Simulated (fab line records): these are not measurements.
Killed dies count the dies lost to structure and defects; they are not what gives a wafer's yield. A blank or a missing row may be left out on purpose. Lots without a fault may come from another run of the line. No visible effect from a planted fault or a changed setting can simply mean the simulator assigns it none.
The tool behind it: which one? ; flow gf180mcu ; Sampling: 11 lots, 33 wafers, 5 of 602 route steps

== WHAT THE GAUGES SHOWED, per wafer ==
GF_PASSIVATION_THK_MEAS_03. Usual: PASSIVATION_CVD_02_THK 696 nm, standard deviation 9.4.
lot;measured;on;PASSIVATION_CVD_02_THK (nm);flag
L152;day 28 05:16;film-metro-04;686 700 706;
L153;day 28 09:02;film-metro-04;694 706 702;
L154;day 29 00:47;film-metro-02;696 716 706;
L155;day 29 07:55;film-metro-01;698 703 703;
L158;day 30 14:31;film-metro-04;694 702 703;
L163;day 31 16:09;film-metro-01;687 704 327;OFF
L169;day 33 13:41;film-metro-01;687 684 697;
L170;day 33 19:46;film-metro-02;696 702 695;
L171;day 33 22:18;film-metro-02;688 686 681;
L172;day 34 01:47;film-metro-01;702 693 696;
L174;day 34 08:09;film-metro-04;682 681 695;

== WHICH TOOL RAN EACH LOT (tool, then ch and the chambers of the sampled wafers, then the start) ==
lot;GF_V4_CVD_02;GF_V4_STRIP_18;GF_V5_ETCH_16;GF_PASSIVATION_CVD_02
L152;pecvd-03 ch 0,2, day 23 14:16;plasma-asher-02 ch 0,1, day 24 12:44;rie-diel-04 ch 0,2, day 27 06:23;pecvd-02 ch 0,1, day 28 04:50
L153;pecvd-03 ch 1,2, day 23 19:44;plasma-asher-02 ch 0,1, day 24 17:26;rie-diel-04 ch 1,2,3, day 27 11:01;pecvd-04 ch 1,2, day 28 08:44
L154;pecvd-03 ch 0,1, day 24 11:34;plasma-asher-04 ch 0,1, day 25 10:12;rie-diel-04 ch 2,3, day 28 03:02;pecvd-01 ch 0,1,2, day 29 00:28
L155;pecvd-01 ch 0,1,2, day 24 21:14;plasma-asher-01 ch 0,1, day 25 18:43;rie-diel-01 ch 1,2, day 28 10:29;pecvd-04 ch 1,2, day 29 07:37
L158;pecvd-04 ch 1,2, day 26 06:02;plasma-asher-01 ch 0,1, day 27 03:15;rie-diel-04 ch 0,2,3, day 29 16:49;pecvd-04 ch 0,1, day 30 14:13
L163;pecvd-03 ch 1,2, day 27 12:26;plasma-asher-02 ch 0,1, day 28 08:25;rie-diel-04 ch 0,1, day 30 19:28;pecvd-04 ch 0,1,2, day 31 15:52
L169;pecvd-01 ch 0,1,2, day 29 16:41;plasma-asher-04 ch 0,1, day 30 12:08;rie-diel-04 ch 1,2, day 32 19:04;pecvd-02 ch 0,1, day 33 13:23
L170;pecvd-01 ch 0,1,2, day 30 00:49;plasma-asher-04 ch 0,1, day 30 20:13;rie-diel-01 ch 0,1,2, day 33 01:13;pecvd-01 ch 0,1,2, day 33 19:29
L171;pecvd-04 ch 0,1,2, day 30 03:29;plasma-asher-04 ch 0,1, day 30 22:20;rie-diel-02 ch 0,2,3, day 33 03:34;pecvd-02 ch 0,1,2, day 33 22:01
L172;pecvd-03 ch 0,1,2, day 30 07:44;plasma-asher-02 ch 0,1, day 31 02:15;rie-diel-02 ch 0,2,3, day 33 07:26;pecvd-02 ch 0,1,2, day 34 01:37
L174;pecvd-03 ch 0,1, day 30 15:07;plasma-asher-04 ch 0,1, day 31 09:04;rie-diel-01 ch 0,1,2, day 33 13:46;pecvd-02 ch 0,2, day 34 07:52
- GF_V4_CVD_02: deposits SiO2 from TEOS, target thk 850 nm, time 94.851 s.
- GF_V4_STRIP_18: strips in O2/N2.
- GF_V5_ETCH_16: etches BARC in N2/H2.
- GF_PASSIVATION_CVD_02: deposits Si3N4, target thk 700 nm, time 486.18 s.

== AS READ BY THE TOOLS THEMSELVES (means over the sampled wafers that have a number; for cases with no such wafer, the mark the record gives instead) ==
GF_V4_CVD_02. Usual: heater-power-w 598 W, standard deviation 63.
lot;tool;heater-power-w (W);flag
L152;pecvd-03;580;
L153;pecvd-03;582;
L154;pecvd-03;586;
L155;pecvd-01;571;
L158;pecvd-04;635;
L163;pecvd-03;565;
L169;pecvd-01;573;
L170;pecvd-01;613;
L171;pecvd-04;637;
L172;pecvd-03;631;
L174;pecvd-03;563;

GF_V4_STRIP_18. Usual: drypump-motor-current-A 5.49 A, standard deviation 0.29; heater-power-w 345 W, standard deviation 25; oes-product-au 0.593 a.u., standard deviation 0.0046.
lot;tool;drypump-motor-current-A (A);heater-power-w (W);oes-product-au (a.u.);flag
L152;plasma-asher-02;5.40;340;0.593;
L153;plasma-asher-02;5.42;342;0.600;
L154;plasma-asher-04;5.63;338;0.600;
L155;plasma-asher-01;5.65;379;0.592;
L158;plasma-asher-01;5.64;379;0.592;
L163;plasma-asher-02;5.21;328;0.598;
L169;plasma-asher-04;5.48;330;0.593;
L170;plasma-asher-04;5.61;339;0.595;
L171;plasma-asher-04;5.61;333;0.590;
L172;plasma-asher-02;5.40;338;0.589;
L174;plasma-asher-04;5.63;333;0.591;

GF_V5_ETCH_16. Usual: drypump-motor-current-A 5.9 A, standard deviation 0.5; oes-product-au 0.855 a.u., standard deviation 0.0044; throttle-valve-pct 13.224 %, standard deviation 0.0092.
lot;tool;drypump-motor-current-A (A);oes-product-au (a.u.);throttle-valve-pct (%);flag
L152;rie-diel-04;6.5;0.854;13.220;
L153;rie-diel-04;6.4;0.855;13.231;
L154;rie-diel-04;6.3;0.850;13.225;
L155;rie-diel-01;5.7;0.858;13.221;
L158;rie-diel-04;6.4;0.852;13.224;
L163;rie-diel-04;6.4;0.853;13.223;
L169;rie-diel-04;6.5;0.858;13.220;
L170;rie-diel-01;5.5;0.856;13.223;
L171;rie-diel-02;5.9;0.854;13.215;
L172;rie-diel-02;5.9;0.853;13.226;
L174;rie-diel-01;5.5;0.856;13.221;

GF_PASSIVATION_CVD_02. Usual: heater-power-w 650 W, standard deviation 77.
lot;tool;heater-power-w (W);flag
L152;pecvd-02;629;
L153;pecvd-04;691;
L154;pecvd-01;612;
L155;pecvd-04;638;
L158;pecvd-04;688;
L163;pecvd-04;681;
L169;pecvd-02;641;
L170;pecvd-01;636;
L171;pecvd-02;694;
L172;pecvd-02;637;
L174;pecvd-02;699;

== THE ANSWER, worked out from the rows above alone ==
Rule: take the mean of a lot's wafers that have a number; if it is more than 3 standard deviations from the usual mean, the lot is off. A lot without any number at a reading at which 4 lots or more have one is off too. Where the step has rows for the other lots, those lots are counted as sound. After the gauges, taken in route order, come the tools' own readings; for these a lot's mean is taken, as printed above. At the first step where some lot is off, the reading lying furthest off is the one used; lots without a number count as furthest.
Off: L163, seen at GF_PASSIVATION_THK_MEAS_03 (PASSIVATION_CVD_02_THK).
If a tool, at a process step before that reading, ran all the lots that are off and no sound lot after the first of them, it fits. The gauges at GF_PASSIVATION_THK_MEAS_03 are tried like those tools. One fits: pecvd-04 at GF_PASSIVATION_CVD_02. Its last sound lot is L158 (day 30 14:13), its first lot that is off L163 (day 31 15:52): a fault that began between those two fits.

== WHAT WAS PUT IN BY THE SIMULATOR ==
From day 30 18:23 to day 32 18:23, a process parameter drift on pecvd-04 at GF_PASSIVATION_CVD_02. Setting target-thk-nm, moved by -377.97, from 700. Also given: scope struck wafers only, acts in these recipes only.
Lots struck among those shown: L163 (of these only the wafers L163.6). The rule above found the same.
